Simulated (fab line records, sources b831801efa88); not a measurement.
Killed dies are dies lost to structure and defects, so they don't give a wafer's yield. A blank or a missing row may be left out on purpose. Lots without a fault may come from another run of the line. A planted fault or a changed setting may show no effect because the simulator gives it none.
A struck lot beside a sound one | flow sky130 | 43 steps out of a route of 708
Sound: wafers L479.1, L479.5, L479.6. Struck: wafers L488.2, L488.5. (L488.3 of the same lot was not struck and is left out.) The cause comes at the end.
At each step with rows: each side's tool, then ch and its chambers, then its first start. Under that, the readings that differ: sound wafers | struck wafers | difference of the means | sigmas: that difference in standard deviations of wafers without a fault.
alike: readings whose means differ by less than 2 such deviations, and words and numbers that are the same on both sides. not compared: withheld readings, readings that some wafer has no value for, bounds like >300 that may hide the same value, and numbers for which the record gives no deviation and whose values overlap.
The two part at a step that has a row with sigmas, a row that says differs or no value, or rows on one side only. Numbers that don't overlap but have no deviation are shown without sigmas and don't part them. A reading that every wafer of one side lacks parts them only if that side has two wafers or more.

SKY_LDD_N_STRIP_16: strips in O2/N2.
  sound on plasma_asher-01 ch 0,1, day 19 03:38; struck on plasma_asher-04 ch 0,1, day 22 04:31
  alike: drypump_motor_current_A, oes_product_au, strip_time_to_endpoint_s
  not compared: rf_hours_counter_h
SKY_LDD_N_TW_MEAS_17:
  sound on film_metro-04, day 19 03:44; struck on film_metro-04, day 22 04:37
  alike: LDD_N_TW
then, 7 steps without rows for these wafers: SKY_LDD_P_DEHYDRATE_00 (time 60 s); SKY_LDD_P_HMDS_01 (prime time 60 s); SKY_LDD_P_COAT_02 (resist thk 1140 nm); SKY_LDD_P_SOFTBAKE_03 (time 60 s); SKY_LDD_P_EXPOSE_04 (exposes mask PSDM, target cd 380 nm); SKY_LDD_P_PEB_05; SKY_LDD_P_DEVELOP_06 (develop time 60 s).
SKY_LDD_P_CD_MEAS_07: target cd 380 nm.
  sound on cd_sem-01, day 20 10:26; struck on cd_sem-02, day 23 10:53
  alike: cd_nm
SKY_LDD_P_OVL_MEAS_08:
  sound on overlay-02, day 20 10:34; struck on overlay-02, day 23 10:59
  alike: LDD_P_OVL
then, 1 step without rows for these wafers: SKY_LDD_P_IMPLANT_09.
SKY_LDD_P_STRIP_10: strips in O2/N2.
  sound on plasma_asher-04 ch 0,1, day 20 10:45; struck on plasma_asher-04 ch 0, day 23 11:10
  alike: drypump_motor_current_A, oes_product_au, strip_time_to_endpoint_s
  not compared: rf_hours_counter_h
SKY_LDD_P_TW_MEAS_11:
  sound on film_metro-01, day 20 10:51; struck on film_metro-01, day 23 11:16
  alike: LDD_P_TW
then, 7 steps without rows for these wafers: SKY_LDD_HVN_DEHYDRATE_00 (time 60 s); SKY_LDD_HVN_HMDS_01 (prime time 60 s); SKY_LDD_HVN_COAT_02 (resist thk 300 nm); SKY_LDD_HVN_SOFTBAKE_03 (time 60 s); SKY_LDD_HVN_EXPOSE_04 (exposes mask HVNTM, target cd 700 nm); SKY_LDD_HVN_PEB_05; SKY_LDD_HVN_DEVELOP_06 (develop time 60 s).
SKY_LDD_HVN_OVL_MEAS_07:
  sound on overlay-01, day 21 17:37; struck on overlay-01, day 24 17:37
  alike: LDD_HVN_OVL
then, 1 step without rows for these wafers: SKY_LDD_HVN_IMPLANT_08.
SKY_LDD_HVN_STRIP_09: strips in O2/N2.
  sound on plasma_asher-03 ch 0,1, day 21 17:48; struck on plasma_asher-03 ch 1, day 24 17:47
  alike: drypump_motor_current_A, oes_product_au, strip_time_to_endpoint_s
  not compared: rf_hours_counter_h
SKY_LDD_HVN_TW_MEAS_10:
  sound on film_metro-04, day 21 17:54; struck on film_metro-02, day 24 17:54
  alike: LDD_HVN_TW
then, 7 steps without rows for these wafers: SKY_LDD_HVP_DEHYDRATE_00 (time 60 s); SKY_LDD_HVP_HMDS_01 (prime time 60 s); SKY_LDD_HVP_COAT_02 (resist thk 300 nm); SKY_LDD_HVP_SOFTBAKE_03 (time 60 s); SKY_LDD_HVP_EXPOSE_04 (exposes mask HVPTM, target cd 700 nm); SKY_LDD_HVP_PEB_05; SKY_LDD_HVP_DEVELOP_06 (develop time 60 s).
SKY_LDD_HVP_OVL_MEAS_07:
  sound on overlay-02, day 23 00:28; struck on overlay-01, day 25 23:28
  reading          | sound       | struck    | difference | sigmas
  LDD_HVP_OVL (nm) | 1.1 2.2 2.1 | -3.7 -1.8 | -4.5       | -3
then, 1 step without rows for these wafers: SKY_LDD_HVP_IMPLANT_08.
SKY_LDD_HVP_STRIP_09: strips in O2/N2.
  sound on plasma_asher-01 ch 0,1, day 23 00:38; struck on plasma_asher-01 ch 0, day 25 23:39
  alike: drypump_motor_current_A, oes_product_au, strip_time_to_endpoint_s
  not compared: rf_hours_counter_h
SKY_LDD_HVP_TW_MEAS_10:
  sound on film_metro-04, day 23 00:44; struck on film_metro-04, day 25 23:46
  alike: LDD_HVP_TW
then, 6 steps without rows for these wafers: SKY_LDD_LDN_DEHYDRATE_00 (time 60 s); SKY_LDD_LDN_HMDS_01 (prime time 60 s); SKY_LDD_LDN_COAT_02 (resist thk 1140 nm); SKY_LDD_LDN_SOFTBAKE_03 (time 60 s); SKY_LDD_LDN_EXPOSE_04 (exposes mask LDNTM, target cd 700 nm); SKY_LDD_LDN_PEB_05.
-- the record jumps here: 23 days lie between the struck wafers' starts before and after (it left off in module LDD_LDN and takes up again in module PAD_OPEN, whose first step shown is number 708 of the route) --
SKY_PAD_OPEN_PROBE_99:
  the record has rows for the struck wafers here (prober-02, day 48 22:44) and none for the sound ones

WHERE THEY PART
First at SKY_LDD_HVP_OVL_MEAS_07; last, within this record, at SKY_PAD_OPEN_PROBE_99.

WHY: what the simulator had put in
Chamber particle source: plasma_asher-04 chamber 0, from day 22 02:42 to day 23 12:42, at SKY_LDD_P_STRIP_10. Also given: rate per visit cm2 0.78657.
